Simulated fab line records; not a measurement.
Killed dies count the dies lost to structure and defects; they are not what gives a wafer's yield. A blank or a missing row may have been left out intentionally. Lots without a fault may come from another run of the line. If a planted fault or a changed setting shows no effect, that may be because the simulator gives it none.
The tool behind it: which one?    flow gf180mcu    Sampling: 6 lots, 18 wafers, 2 of 602 route steps

## WHAT THE GAUGES READ, wafer by wafer
GF_VT_IMPLANT_OVL_MEAS_40.
lot   measured      on          VT_IMPLANT_03_OVL (nm)
L622  day 8 02:38   overlay-02  2.9 1.7 1.4
L625  day 8 21:47   overlay-02  - - -
L628  day 9 18:29   overlay-02  -0.1 0.3 -1.0
L630  day 10 09:26  overlay-01  -1.0 -0.6 -1.1
L639  day 12 19:41  overlay-02  0.0 1.2 1.1
L642  day 13 19:20  overlay-02  1.6 1.0 -0.7

## WHAT TOOL EACH LOT RAN ON (gives the tool, then ch and the chambers of the sampled wafers, and finally the start)
lot   GF_VT_IMPLANT_DEVELOP_39
L622  litho-track-01 ch 0, day 8 02:30
L625  litho-track-01 ch 0, day 8 21:38
L628  litho-track-02 ch 0, day 9 18:22
L630  litho-track-02 ch 0, day 10 09:19
L639  litho-track-01 ch 0, day 12 19:32
L642  litho-track-01 ch 0, day 13 19:13
- GF_VT_IMPLANT_DEVELOP_39: develop time 60 s.

## THE ANSWER, worked out from the rows above alone
Rule: usual is defined by the lots themselves. Put in order of their means at a reading, lots are off if they are a third of the lots or fewer, leave a main group of 4 or more, and stand apart from it by a gap of 3 or more times the standard deviation of the main group's means; of several such gaps the widest counts. A main group whose means are all the same, to the digits that the tables above print for the reading, isn't used. A lot without any number at a reading at which 4 lots or more have one is off too. Any other lot the step has rows for is counted as sound.
Off: L625, at GF_VT_IMPLANT_OVL_MEAS_40 (VT_IMPLANT_03_OVL). Without a number there: L625. Main group: mean 0.4 nm, sd 0.99.
If a tool, at a process step before that reading, ran all the lots that are off and no sound lot after the first of them, it fits. Those tools and the gauges at GF_VT_IMPLANT_OVL_MEAS_40 are tried in the same way. Of those tried, none fits.

## WHAT THE SIMULATOR HAD INSERTED
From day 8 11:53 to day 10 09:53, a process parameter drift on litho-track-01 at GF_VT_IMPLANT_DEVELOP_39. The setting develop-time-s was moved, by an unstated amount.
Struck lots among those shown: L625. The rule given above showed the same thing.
